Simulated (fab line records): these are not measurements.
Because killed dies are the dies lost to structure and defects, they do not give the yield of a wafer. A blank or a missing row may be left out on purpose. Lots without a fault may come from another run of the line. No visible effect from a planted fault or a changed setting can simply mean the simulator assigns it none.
Chamber matching	flow sky130	SKY_PASSIVATION_ETCH_11 on rie_diel-01 has 4 sister chambers
The step etches the open film in CF4/O2, stops on AlCu, target depth 725 nm, time 161.1 s. 20 wafers are shown with their chamber, then 10 later ones without.

WAFERS, EACH WITH ITS CHAMBER
wafer	chamber	drypump_motor_current_A (A)	oes_product_au (a.u.)	throttle_valve_pct (%)
L074.3	2	4.7	0.967	5.969
L074.4	3	5.8	0.983	5.965
L074.5	1	5.2	0.983	5.971
L078.1	0	5.8	0.987	5.977
L078.3	3	5.8	0.992	5.976
L078.5	3	5.8	0.982	5.971
L081.3	1	5.2	0.980	5.959
L081.4	0	5.7	0.982	5.971
L081.6	1	5.3	0.977	5.957
L084.2	1	5.3	0.979	5.953
L084.4	3	5.8	0.992	5.955
L084.6	1	5.2	0.987	5.942
L083.3	3	5.8	0.998	5.974
L083.4	1	5.2	0.985	5.962
L083.6	0	5.7	0.980	5.961
L087.1	0	5.7	0.971	5.975
L087.2	1	5.2	0.963	5.962
L087.4	3	5.8	0.995	5.960
L090.1	3	5.8	0.979	5.970
L090.2	2	4.7	0.978	5.979

SIGNATURES (means of the wafers above)
reading	chamber 0	chamber 1	chamber 2	chamber 3	scatter within a chamber
drypump_motor_current_A	5.725	5.229	4.700	5.800	0.0369
oes_product_au	0.98000	0.97914	0.97250	0.98871	0.00746
throttle_valve_pct	5.97100	5.95800	5.97400	5.96729	0.00805
Rule: a wafer lies at a distance from a chamber equal to the root of the sum of squares, over the readings, of (its reading less the chamber's mean, divided by the reading's scatter). The wafer belongs to the nearest chamber; if the next one is less than 2 further off, it can't be placed. The scatter: take each reading less its chamber's mean, square it, sum over the shown wafers, divide by the number of wafers less the number of chambers, and take the root.

WAFERS WITH NO CHAMBER GIVEN
wafer	drypump_motor_current_A (A)	oes_product_au (a.u.)	throttle_valve_pct (%)
L090.3	5.7	0.977	5.970
L090.4	5.2	0.978	5.973
L090.5	5.7	0.976	5.972
L090.6	5.8	0.994	5.941
L092.1	5.2	0.978	5.968
L092.3	4.7	0.974	5.956
L092.4	5.7	0.980	5.956
L091.1	5.2	0.966	5.958
L091.2	4.7	0.980	5.957
L091.4	5.8	0.986	5.980

EACH ONE'S CHAMBER
wafer	from the rows above	in truth
L090.3	0	0
L090.4	1	1
L090.5	0	0
L090.6	can't be placed: 3 or 0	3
L092.1	1	1
L092.3	2	2
L092.4	can't be placed: 0 or 3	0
L091.1	1	1
L091.2	2	2
L091.4	can't be placed: 3 or 0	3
Correctly placed: 7 of 10. Can't be placed from these rows: 3 (the true chamber is among the candidates in 3). Placed wrongly: 0.
